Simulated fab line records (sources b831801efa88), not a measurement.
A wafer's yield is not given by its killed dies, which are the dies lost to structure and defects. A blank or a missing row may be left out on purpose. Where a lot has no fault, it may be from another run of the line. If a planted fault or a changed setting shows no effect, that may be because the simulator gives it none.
Comparing a struck lot with a sound one || flow sfq line || 42 out of 325 route steps
Sound: these wafers, L317.2, L317.4, L317.6. Struck: wafer L327.5 (L327.1, L327.2, from the same lot, were not struck and are left out); the cause is given at the end.
Order at every step that has rows: each side's tool, ch and its chambers, its first start. Under that, the readings that differ: sound wafers || struck wafers || difference of the means || sigmas: that difference in standard deviations of wafers without a fault.
alike: readings whose means differ by less than 2 such deviations, and words and numbers that are the same on both sides. not compared: withheld readings, readings that some wafer has no value for, bounds like >300 that may hide the same value, and numbers for which the record gives no deviation and whose values overlap.
Wherever a step has rows on one side only, a row that says differs or no value, or a row with sigmas, the two part there. Numbers that have no deviation but don't overlap get no sigmas and don't part them. Lack of a reading on every wafer of one side parts them only where that side has two or more wafers.

first, 6 steps without rows for these wafers: SFQ_TRILAYER_M6_LITHO_COAT_164 (resist thk 62 nm); SFQ_TRILAYER_M6_LITHO_COAT_159 (resist thk 600 nm); SFQ_TRILAYER_M6_LITHO_SOFTBAKE_163; SFQ_TRILAYER_M6_LITHO_EXPOSE_160 (exposes mask M6, target cd 500 nm); SFQ_TRILAYER_M6_LITHO_PEB_162 (peb time 60 s); SFQ_TRILAYER_M6_LITHO_DEVELOP_161 (time 60 s).
SFQ_M6_OVL_MEAS_940:
  sound on overlay-02, day 75 23:28; struck on overlay-01, day 77 01:52
  alike: M6_OVL
SFQ_TRILAYER_M6_BARC_OPEN_METAL_ETCH_206: etches BARC in O2, target depth 125 nm, time 41.7 s.
  sound on rie metal-02 ch 1, day 75 23:30; struck on rie metal-03 ch 0, day 77 01:54
{"reading": "drypump motor current A (A)", "sound": "5.4 5.4 5.4", "struck": 6.5, "difference": "+1.1", "sigmas": "+3"}
  alike: oes product au
  not compared: rf hours counter h
then, 1 step without rows for these wafers: SFQ_TRILAYER_M6_ETCH_METAL_ETCH_162 (etches Nb in Cl2/Ar, stops on SiO2, target depth 240 nm, time 120 s).
SFQ_TRILAYER_M6_STRIP_STRIP_163: strips in O2.
  sound on rie metal-02 ch 1, day 75 23:41; struck on rie metal-03 ch 0, day 77 02:05
{"reading": "drypump motor current A (A)", "sound": "5.4 5.4 5.4", "struck": 6.5, "difference": "+1.1", "sigmas": "+3"}
  alike: oes product au
  not compared: rf hours counter h
then, 1 step without rows for these wafers: SFQ_TRILAYER_M6_STRIP_SOLV_CLEAN_164 (cleans in NMP, time 600 s).
SFQ_TRILAYER_I6_DEP_PECVD_165: deposits SiO2 from SiH4/N2O, time 111.11 s, target thk 500 nm.
  sound on pecvd-03 ch 0,2, day 76 00:27; struck on pecvd-02 ch 2, day 77 02:51
  alike: heater power w, throttle valve pct
SFQ_TRILAYER_I6_CMP_CMP_166: polishes SiO2.
  sound on cmp-02 ch 2,3, day 76 06:05; struck on cmp-02 ch 1, day 77 17:22
{"reading": "time to endpoint s (s)", "sound": "206 214 216", "struck": 175, "difference": -37, "sigmas": -6}
{"reading": "model.SiO2_of_TRILAYER_I6_DEP_PECVD_165.thk nm (nm)", "sound": "199.3 197.7 199.5", "struck": 250.5, "difference": "+51.7", "sigmas": ""}
  alike: motor current A
SFQ_I6_BOW_MEAS_941:
  sound on film metro-01, day 76 08:37; struck on film metro-01, day 77 18:22
  alike: I6_BOW
SFQ_TRILAYER_I6_METRO_MEASURE_167:
  sound on film metro-01, day 76 08:55; struck on film metro-01, day 77 18:29
{"reading": "thk nm (nm)", "sound": "199.4 197.5 199.6", "struck": 250.5, "difference": "+51.7", "sigmas": "+57"}
then, 6 steps without rows for these wafers: SFQ_TRILAYER_I6_VIA_LITHO_COAT_174 (resist thk 62 nm); SFQ_TRILAYER_I6_VIA_LITHO_COAT_169 (resist thk 650 nm); SFQ_TRILAYER_I6_VIA_LITHO_SOFTBAKE_173; SFQ_TRILAYER_I6_VIA_LITHO_EXPOSE_170 (exposes mask I6, target cd 700 nm); SFQ_TRILAYER_I6_VIA_LITHO_PEB_172 (peb time 60 s); SFQ_TRILAYER_I6_VIA_LITHO_DEVELOP_171 (time 60 s).
SFQ_I6_OVL_MEAS_942:
  sound on overlay-01, day 76 14:25; struck on overlay-02, day 77 23:37
  alike: I6_OVL
SFQ_TRILAYER_I6_VIA_BARC_OPEN_VIA_ETCH_235: etches BARC in O2, target depth 125 nm, time 41.7 s.
  sound on rie diel-01 ch 0,1,2, day 76 14:26; struck on rie diel-04 ch 1, day 77 23:39
  alike: drypump motor current A, oes product au
  not compared: rf hours counter h
SFQ_TRILAYER_I6_VIA_ETCH_VIA_ETCH_172: etches SiO2 in CHF3, stops on Nb, target depth 260 nm.
  sound on rie diel-01 ch 0,1,2, day 76 14:29; struck on rie diel-04 ch 1, day 77 23:41
{"reading": "oes product au (a.u.)", "sound": "0.843 0.852 0.861", "struck": 0.978, "difference": "+0.126", "sigmas": "+26"}
{"reading": "model.I6.feature depth nm (nm)", "sound": "199.3 197.7 199.5", "struck": 250.5, "difference": "+51.7", "sigmas": ""}
{"reading": "model.etch.depth nm (nm)", "sound": "199.3 197.7 199.5", "struck": 250.5, "difference": "+51.7", "sigmas": ""}
  alike: drypump motor current A
then, 2 steps without rows for these wafers: SFQ_TRILAYER_I6_VIA_STRIP_STRIP_173 (strips in O2); SFQ_TRILAYER_I6_VIA_STRIP_SOLV_CLEAN_174 (cleans in NMP, time 600 s).
SFQ_TRILAYER_M7_DEP_PRE_CLEAN_176: time 22.5 s.
  sound on pvd sputter-05, day 76 15:22; struck on pvd sputter-04, day 78 00:35
{"reading": "model.SiO2_of_TRILAYER_I6_DEP_PECVD_165.thk nm (nm)", "sound": "191.8 190.2 192", "struck": 243, "difference": "+52", "sigmas": ""}
SFQ_TRILAYER_M7_DEP_SPUTTER_175: material Nb, target thk 200 nm, time 133.3 s.
  sound on pvd sputter-05, day 76 15:24; struck on pvd sputter-04, day 78 00:37
  alike: throttle valve pct
SFQ_M7_RS_MEAS_943: measures by four-point-probe.
  sound on film metro-04, day 76 15:31; struck on film metro-04, day 78 00:42
{"reading": "M7_NB_RS (ohm/sq)", "sound": "0.891 0.908 0.915", "struck": 0.873, "difference": -0.032, "sigmas": -3}
then, 6 steps without rows for these wafers: SFQ_TRILAYER_M7_LITHO_COAT_182 (resist thk 62 nm); SFQ_TRILAYER_M7_LITHO_COAT_177 (resist thk 600 nm); SFQ_TRILAYER_M7_LITHO_SOFTBAKE_181; SFQ_TRILAYER_M7_LITHO_EXPOSE_178 (exposes mask M7, target cd 500 nm); SFQ_TRILAYER_M7_LITHO_PEB_180 (peb time 60 s); SFQ_TRILAYER_M7_LITHO_DEVELOP_179 (time 60 s).
SFQ_M7_OVL_MEAS_945:
  sound on overlay-02, day 76 22:22; struck on overlay-02, day 78 03:13
  alike: M7_OVL
then, 5 steps without rows for these wafers: SFQ_TRILAYER_M7_BARC_OPEN_METAL_ETCH_229 (etches BARC in O2, target depth 125 nm, time 41.7 s); SFQ_TRILAYER_M7_ETCH_METAL_ETCH_180 (etches Nb in Cl2/Ar, stops on SiO2, target depth 240 nm, time 120 s); SFQ_TRILAYER_M7_STRIP_STRIP_181 (strips in O2); SFQ_TRILAYER_M7_STRIP_SOLV_CLEAN_182 (cleans in NMP, time 600 s); SFQ_TRILAYER_I7_DEP_PECVD_183 (deposits SiO2 from SiH4/N2O, time 111.11 s, target thk 500 nm).
-- the record jumps here: 7 days lie between the struck wafers' starts before and after --
SFQ_M8_BOW_MEAS_951:
  sound on film metro-02, day 84 02:06; struck on film metro-02, day 85 09:40
  alike: M8_BOW
  not compared: model.etest.i6.link ohm

WHERE THEY PART
First at SFQ_TRILAYER_M6_BARC_OPEN_METAL_ETCH_206; last, within this record, at SFQ_M7_RS_MEAS_943. Later steps at which nothing parts them and some readings are alike: SFQ_M7_OVL_MEAS_945, SFQ_M8_BOW_MEAS_951.

WHY: what had been put in by the simulator
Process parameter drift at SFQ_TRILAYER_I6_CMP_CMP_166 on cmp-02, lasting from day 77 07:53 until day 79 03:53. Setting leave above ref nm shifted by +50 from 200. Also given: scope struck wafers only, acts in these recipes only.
